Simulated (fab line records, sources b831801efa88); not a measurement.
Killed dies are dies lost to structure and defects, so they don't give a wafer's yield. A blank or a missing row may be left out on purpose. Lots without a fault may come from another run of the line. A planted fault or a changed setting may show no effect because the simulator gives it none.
Which tool did it? | flow sfq_line | 13 lots, 39 wafers sampled, at 2 steps of a route of 325

WHAT THE GAUGES READ, wafer by wafer
The record holds no reading of a measuring or inspecting step that can be judged against a usual standard deviation.

WHICH TOOL RAN EACH LOT (tool, then ch and the chambers of the sampled wafers, then the start)
lot  | SFQ_TRILAYER_R5_LITHO_COAT_141    | SFQ_TRILAYER_R5_BARC_OPEN_METAL_ETCH_177
L619 | litho_track-03 ch 0, day 51 21:49 | rie_metal-02 ch 0,1, day 57 07:56
L620 | litho_track-03 ch 0, day 51 23:35 | rie_metal-01 ch 0,1, day 57 09:09
L621 | litho_track-02 ch 0, day 52 03:49 | rie_metal-02 ch 0,1, day 57 13:36
L622 | litho_track-02 ch 0, day 58 14:26 | rie_metal-02 ch 0,1, day 63 11:47
L623 | litho_track-03 ch 0, day 58 15:59 | rie_metal-04 ch 0,1, day 63 13:00
L624 | litho_track-03 ch 0, day 58 19:14 | rie_metal-01 ch 0,1, day 63 15:23
L625 | litho_track-03 ch 0, day 58 22:47 | rie_metal-04 ch 0,1, day 63 17:47
L628 | litho_track-04 ch 0, day 59 12:16 | rie_metal-01 ch 0,1, day 64 04:36
L633 | litho_track-04 ch 0, day 60 07:19 | rie_metal-01 ch 0,1, day 64 23:55
L635 | litho_track-02 ch 0, day 60 13:22 | rie_metal-02 ch 1, day 65 03:31
L637 | litho_track-02 ch 0, day 61 04:02 | rie_metal-02 ch 0,1, day 65 17:55
L638 | litho_track-02 ch 0, day 61 12:45 | rie_metal-04 ch 0,1, day 65 22:43
L641 | litho_track-02 ch 0, day 62 00:29 | rie_metal-02 ch 0,1, day 66 04:43
- SFQ_TRILAYER_R5_LITHO_COAT_141: resist thk 62 nm.
- SFQ_TRILAYER_R5_BARC_OPEN_METAL_ETCH_177: etches BARC in O2, target depth 125 nm, time 41.7 s.

WHAT THE TOOLS THEMSELVES READ (means of the sampled wafers that have a number; where no wafer has one, the mark that the record gives instead)
SFQ_TRILAYER_R5_BARC_OPEN_METAL_ETCH_177.
lot  | tool         | drypump_motor_current_A (A) | oes_product_au (a.u.)
L619 | rie_metal-02 | 5.8                         | 0.685
L620 | rie_metal-01 | 6.0                         | 0.691
L621 | rie_metal-02 | 6.3                         | 0.688
L622 | rie_metal-02 | 5.8                         | 0.685
L623 | rie_metal-04 | 5.6                         | 0.686
L624 | rie_metal-01 | 6.0                         | 0.682
L625 | rie_metal-04 | 5.6                         | 0.703
L628 | rie_metal-01 | 6.1                         | 0.686
L633 | rie_metal-01 | 6.0                         | 0.684
L635 | rie_metal-02 | 5.4                         | 0.680
L637 | rie_metal-02 | 6.3                         | 0.685
L638 | rie_metal-04 | 5.6                         | 0.690
L641 | rie_metal-02 | 5.8                         | 0.686

THE ANSWER, worked out from the rows above alone
Rule: what is usual is taken from the lots themselves. Put in order of their means at a reading, lots are off if they are a third of the lots or fewer, leave a main group of 4 or more, and stand apart from it by a gap of 3 or more times the standard deviation of the main group's means; of several such gaps the widest counts. A main group whose means are all the same, to the digits that the tables above print for the reading, isn't used. A lot without any number at a reading at which 4 lots or more have one is off too. The other lots that the step has rows for count as sound. The gauges are gone through in route order, then the tools' own readings, and for those a lot's mean is taken as printed above. The first step at which some lot is off is used, and at that step the reading that is off furthest; a lot without a number counts as furthest.
Off: L625, at SFQ_TRILAYER_R5_BARC_OPEN_METAL_ETCH_177 (oes_product_au). The main group: mean 0.686 a.u., standard deviation 0.0029.
A tool fits if, at that step or a process step before it, it ran every lot that is off, and no sound lot after the first of them. One fits: litho_track-03 at SFQ_TRILAYER_R5_LITHO_COAT_141. Its last sound lot is L624 (day 58 19:14), its first lot that is off L625 (day 58 22:47): a fault that began between those two fits.

WHAT THE SIMULATOR HAD PUT IN
Process parameter drift: litho_track-03, from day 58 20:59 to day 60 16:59, at SFQ_TRILAYER_R5_LITHO_COAT_141. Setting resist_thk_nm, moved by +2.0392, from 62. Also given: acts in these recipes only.
Lots struck among those shown: L625. The rule above found the same.
